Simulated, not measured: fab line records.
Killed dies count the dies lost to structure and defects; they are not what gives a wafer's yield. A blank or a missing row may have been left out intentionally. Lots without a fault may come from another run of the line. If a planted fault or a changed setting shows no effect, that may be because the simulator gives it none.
Comparing a struck lot with a sound one + flow sky130 + 18 out of 708 route steps
Sound: these wafers, L930.2, L930.3, L930.6. Wafers L944.3, L944.4, L944.6 were the ones struck. Last of all comes the cause.
Order at every step that has rows: each side's tool, ch and its chambers, its first start. Under that, the readings that differ: sound wafers + struck wafers + difference of the means + sigmas: that difference in standard deviations of wafers without a fault.
alike: words and numbers the same on both sides, and readings whose means are apart by under 2 such deviations; not compared: readings that were withheld, readings missing a value for some wafer, numbers with overlapping values and no deviation given by the record, and bounds like >300 which may hide the same value.
A row with sigmas, a row that says differs or no value, or rows on one side alone: a step with any of these is where the two part. Numbers that don't overlap but have no deviation are shown without sigmas and don't part them. A reading missing from all wafers of one side parts the sides only when that side holds two or more wafers.

SKY_LDD_HVP_STRIP_09: strips in O2/N2.
  sound on plasma_asher-04 ch 0,1, day 24 10:47; struck on plasma_asher-04 ch 0,1, day 29 04:05
  alike: drypump_motor_current_A, oes_product_au, strip_time_to_endpoint_s
  not compared: rf_hours_counter_h
SKY_LDD_HVP_TW_MEAS_10:
  struck on film_metro-04, day 29 04:11; sound on film_metro-04, day 24 10:54
  alike: LDD_HVP_TW
then, 7 steps without rows for these wafers: SKY_LDD_LDN_DEHYDRATE_00 (time 60 s); SKY_LDD_LDN_HMDS_01 (prime time 60 s); SKY_LDD_LDN_COAT_02 (resist thk 1154 nm); SKY_LDD_LDN_SOFTBAKE_03 (time 60 s); SKY_LDD_LDN_EXPOSE_04 (exposes mask LDNTM, target cd 700 nm); SKY_LDD_LDN_PEB_05; SKY_LDD_LDN_DEVELOP_06 (develop time 60 s).
SKY_LDD_LDN_OVL_MEAS_07:
  struck on overlay-01, day 30 07:15; sound on overlay-02, day 25 16:04
| reading          | sound       | struck        | difference | sigmas |
|------------------|-------------|---------------|------------|--------|
| LDD_LDN_OVL (nm) | 3.4 3.2 2.1 | -0.9 0.9 -3.0 | -3.9       | -3     |
then, 2 steps without rows for these wafers: SKY_LDD_LDN_IMPLANT_08; SKY_LDD_LDN_IMPLANT_09.
SKY_LDD_LDN_IMPLANT_10:
  sound on implanter-04 ch 0, day 25 16:25; struck on implanter-01 ch 0, day 30 07:56
after that, 1 step had no rows for these wafers: SKY_LDD_LDN_IMPLANT_11.
SKY_LDD_LDN_STRIP_12: strips in O2/N2.
  sound on plasma_asher-03 ch 0,1, day 25 16:41; struck on plasma_asher-03 ch 0,1, day 30 08:13
  alike: drypump_motor_current_A, oes_product_au, strip_time_to_endpoint_s
  not compared: rf_hours_counter_h
SKY_LDD_LDN_TW_MEAS_13:
  struck on film_metro-04, day 30 08:19; sound on film_metro-01, day 25 16:48
| reading    | sound          | struck         | difference | sigmas |
|------------|----------------|----------------|------------|--------|
| LDD_LDN_TW | 1480 1474 1482 | 1603 1598 1603 | +123       | +13    |
then, 1 step without rows for these wafers: SKY_LDD_LDN_CLEAN_14 (cleans in SC1/SC2, time 150 s).
-- record jumps: 20 days separate the struck wafers' starts on either side; left off in module LDD_LDN, taken up again in module PAD_OPEN, whose first shown step is the route's number 708 --
SKY_PAD_OPEN_PROBE_99:
  struck on prober-01, day 50 15:19; sound on prober-01, day 47 19:34
| reading                         | sound          | struck         | difference | sigmas |
|---------------------------------|----------------|----------------|------------|--------|
| killed_at_other                 | 1 1 1          | 0 0 0          | -1         | -2     |
| model.etest.tip_sonos.rs_ohm_sq | 2706 2635 2696 | 2313 2305 2361 | -353       |        |
  alike: killed_at_M0_to_M3, killed_at_M4_up, killed_at_contacts, killed_at_front_end, killed_dies, killed_open, killed_short

WHERE THEY PART
At SKY_LDD_LDN_OVL_MEAS_07 first; at SKY_PAD_OPEN_PROBE_99 last (within this record only).

WHY: what had been put in by the simulator
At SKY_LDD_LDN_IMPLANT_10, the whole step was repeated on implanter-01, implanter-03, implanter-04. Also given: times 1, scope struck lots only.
